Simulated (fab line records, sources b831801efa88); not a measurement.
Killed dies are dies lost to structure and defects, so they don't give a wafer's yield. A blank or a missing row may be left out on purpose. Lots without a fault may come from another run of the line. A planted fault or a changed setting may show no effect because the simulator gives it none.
Which tool did it? | flow sky130 | 6 lots, 18 wafers sampled, at 4 steps of a route of 708

WHAT THE GAUGES READ, wafer by wafer
SKY_NWELL_OVL_MEAS_23.
lot  | measured     | on         | NWELL_01_OVL (nm)
L627 | day 5 15:04  | overlay-01 | -1.5 -1.4 -2.6
L638 | day 8 08:56  | overlay-02 | 1.0 0.3 0.5
L641 | day 9 00:10  | overlay-01 | 1.4 2.8 2.9
L643 | day 9 14:26  | overlay-02 | 0.4 0.7 1.0
L646 | day 10 09:37 | overlay-01 | -1.0 -0.1 0.6
L648 | day 10 22:08 | overlay-01 | -0.4 -0.7 0.9

WHICH TOOL RAN EACH LOT (tool, then ch and the chambers of the sampled wafers, then the start)
lot  | SKY_FIELD_ISO_ETCH_14             | SKY_DNWELL_STRIP_08                 | SKY_NWELL_EXPOSE_20
L627 | rie_diel-01 ch 0,2,3, day 2 10:23 | plasma_asher-03 ch 0,1, day 3 11:56 | iline_stepper-01 ch 0, day 5 06:54
L638 | rie_diel-04 ch 0,1,3, day 4 18:56 | plasma_asher-02 ch 0,1, day 5 20:25 | iline_stepper-02 ch 0, day 7 22:52
L641 | rie_diel-02 ch 1,2,3, day 5 10:23 | plasma_asher-04 ch 0, day 6 11:16   | iline_stepper-02 ch 0, day 8 13:39
L643 | rie_diel-02 ch 1,2,3, day 5 22:17 | plasma_asher-04 ch 0,1, day 6 23:56 | iline_stepper-01 ch 0, day 9 03:38
L646 | rie_diel-01 ch 0,2,3, day 6 14:02 | plasma_asher-02 ch 0,1, day 7 16:40 | iline_stepper-01 ch 0, day 9 23:05
L648 | rie_diel-02 ch 0,1,3, day 6 22:02 | plasma_asher-02 ch 0,1, day 8 04:07 | iline_stepper-02 ch 0, day 10 11:05
- SKY_FIELD_ISO_ETCH_14: etches BARC in N2/H2, stops on SiO2, time 48.11 s, target depth 60 nm.
- SKY_DNWELL_STRIP_08: strips in O2/N2.
- SKY_NWELL_EXPOSE_20: exposes mask NWM COMPLEMENT, target cd 840 nm.

THE ANSWER, worked out from the rows above alone
Rule: what is usual is taken from the lots themselves. Put in order of their means at a reading, lots are off if they are a third of the lots or fewer, leave a main group of 4 or more, and stand apart from it by a gap of 3 or more times the standard deviation of the main group's means; of several such gaps the widest counts. A main group whose means are all the same, to the digits that the tables above print for the reading, isn't used. A lot without any number at a reading at which 4 lots or more have one is off too. The other lots that the step has rows for count as sound.
No lot is off at any reading shown: from this, nothing can be told.

WHAT THE SIMULATOR HAD PUT IN
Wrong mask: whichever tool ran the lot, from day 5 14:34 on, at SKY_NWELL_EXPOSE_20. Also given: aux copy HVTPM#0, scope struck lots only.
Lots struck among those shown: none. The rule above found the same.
